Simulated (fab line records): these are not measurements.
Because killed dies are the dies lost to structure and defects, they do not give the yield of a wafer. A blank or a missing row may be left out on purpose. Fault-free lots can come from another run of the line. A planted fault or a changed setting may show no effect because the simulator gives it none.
Which tool did it? | flow gf180mcu | 36 wafers sampled from 12 lots at 1 step of a route of 602

== WHAT THE GAUGES SHOWED, per wafer ==
GF_MIM_THK_MEAS_11: measures by xrf.
lot  | measured     | on            | MIM_ALCU_THK (nm)
L713 | day 24 15:43 | film metro-04 | 198 199 199
L714 | day 25 06:17 | film metro-04 | 199 199 201
L715 | day 25 06:55 | film metro-03 | 201 195 200
L717 | day 25 18:51 | film metro-03 | 199 199 201
L716 | day 26 00:08 | film metro-03 | 197 197 196
L718 | day 26 05:31 | film metro-04 | 202 201 200
L720 | day 27 00:50 | film metro-04 | 203 201 203
L722 | day 27 11:40 | film metro-02 | 199 200 200
L729 | day 29 14:19 | film metro-02 | 201 201 204
L731 | day 30 05:38 | film metro-04 | 206 207 205
L732 | day 30 11:58 | film metro-02 | 200 200 201
L736 | day 31 10:46 | film metro-02 | 199 199 197

== WHICH TOOL RAN EACH LOT (tool, then ch and the chambers of the sampled wafers, then the start) ==
The record holds no process step before these readings.

== AS READ BY THE TOOLS THEMSELVES (means over the sampled wafers that have a number; for cases with no such wafer, the mark the record gives instead) ==
The record holds no such reading with a usual standard deviation.

== THE ANSWER, worked out from the rows above alone ==
Rule: what is usual is taken from the lots themselves. The widest of any qualifying gaps counts: lots, ordered by their means at a reading, are off when they make up no more than a third of the lots, leave a main group of 4 or more, and stand apart from it by 3 or more times the standard deviation of that group's means. The tables above print the reading to a certain number of digits; a main group whose means all agree to those digits is not used. A lot without any number at a reading at which 4 lots or more have one is off too. All remaining lots with rows at the step are treated as sound. First the gauges in route order, then the tools' own readings, where a lot's mean is used as printed above. At the first step where some lot is off, the reading lying furthest off is the one used; lots without a number count as furthest.
No lot is off on any of the readings shown, so nothing can be concluded from this.

== WHAT THE SIMULATOR HAD INSERTED ==
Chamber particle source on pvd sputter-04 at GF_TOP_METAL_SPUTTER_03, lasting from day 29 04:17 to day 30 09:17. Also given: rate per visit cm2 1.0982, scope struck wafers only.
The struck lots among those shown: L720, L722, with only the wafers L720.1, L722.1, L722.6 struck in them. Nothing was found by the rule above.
